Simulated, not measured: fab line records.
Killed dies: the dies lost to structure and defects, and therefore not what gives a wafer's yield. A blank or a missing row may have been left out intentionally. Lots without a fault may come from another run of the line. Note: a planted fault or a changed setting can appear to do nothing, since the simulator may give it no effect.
A lot that was struck, set against a sound lot / flow sfq_line / 13 steps out of a route of 325
Sound: wafers L993.2, L993.3, L993.4. Wafers struck: L997.1, L997.3, L997.4. Last of all comes the cause.
Per side, at each step with rows, come the tool, then ch with its chambers, and then its first start. Under that, the readings that differ: sound wafers / struck wafers / difference of the means / sigmas: that difference in standard deviations of wafers without a fault.
alike: readings with means less than 2 such deviations apart, plus words and numbers identical on both sides. not compared: withheld readings, readings lacking a value on some wafer, bounds such as >300 that could conceal the same value, and numbers that have no deviation in the record and whose values overlap.
The two part at a step that has a row with sigmas, a row that says differs or no value, or rows on one side only. When numbers do not overlap yet have no deviation, they are printed without sigmas and do not part them. A reading missing from all wafers of one side parts the sides only when that side holds two or more wafers.

SFQ_TRILAYER_I4_VIA_STRIP_STRIP_107: strips in O2.
  sound on rie_metal-04 ch 0,1, day 52 03:04; struck on rie_metal-03 ch 0,1, day 57 12:41
  alike: drypump_motor_current_A, oes_product_au
  not compared: rf_hours_counter_h
then, 2 steps without rows for these wafers: SFQ_TRILAYER_I4_VIA_STRIP_SOLV_CLEAN_108 (cleans in NMP, time 600 s); SFQ_TRILAYER_JJ_TRILAYER_DEP_PRE_CLEAN_113 (time 22.5 s).
SFQ_TRILAYER_JJ_TRILAYER_DEP_SPUTTER_109: material Nb, target thk 150 nm, time 100 s.
  sound: pvd_sputter-04 at day 52 03:52; struck: pvd_sputter-05 at day 57 13:29
  alike: throttle_valve_pct
SFQ_TRILAYER_JJ_TRILAYER_DEP_SPUTTER_110: material Al, target thk 8 nm, time 10 s.
  sound: pvd_sputter-04 at day 52 03:56; struck: pvd_sputter-05 at day 57 13:34
  alike: throttle_valve_pct
then, 1 step without rows for these wafers: SFQ_TRILAYER_JJ_TRILAYER_DEP_AL_OXIDATION_111 (oxidation time 600 s).
SFQ_TRILAYER_JJ_TRILAYER_DEP_SPUTTER_112: material Nb, target thk 170 nm, time 113.3 s.
  sound: pvd_sputter-04 at day 52 04:58; struck: pvd_sputter-05 at day 57 14:35
  alike: throttle_valve_pct
SFQ_JJ_RS_MEAS_929: the measuring method here is four-point-probe.
  sound: film_metro-03 at day 52 05:04; struck: film_metro-02 at day 57 14:40
  alike: JJ_NB_RS
then, 3 steps without rows for these wafers: SFQ_TRILAYER_JJ_CE_LITHO_COAT_119 (resist thk 62 nm); SFQ_TRILAYER_JJ_CE_LITHO_COAT_114 (resist thk 600 nm); SFQ_TRILAYER_JJ_CE_LITHO_SOFTBAKE_118.
-- the record jumps here: 3 days lie between the struck wafers' starts before and after --
SFQ_TRILAYER_JJ_CE_LITHO_EXPOSE_115: exposes mask J5, target cd 700 nm.
  sound on krf_scanner-02 ch 0, day 55 08:29; struck on krf_scanner-01, day 60 18:47
  no value came back on the struck wafers for exposure_dose_mJ_cm2, focus_offset_nm (nm); on the sound wafers exposure_dose_mJ_cm2 reads 14.411 14.432 14.413
  alike: mask
then, 1 step without rows for these wafers: SFQ_TRILAYER_JJ_CE_LITHO_PEB_117 (peb time 60 s).

WHERE THEY PART
Only at SFQ_TRILAYER_JJ_CE_LITHO_EXPOSE_115, as far as this record shows.

WHY: the cause the simulator had injected
Skipped step whole: krf_scanner-01, from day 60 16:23 on, at SFQ_TRILAYER_JJ_CE_LITHO_EXPOSE_115. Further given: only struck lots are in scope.
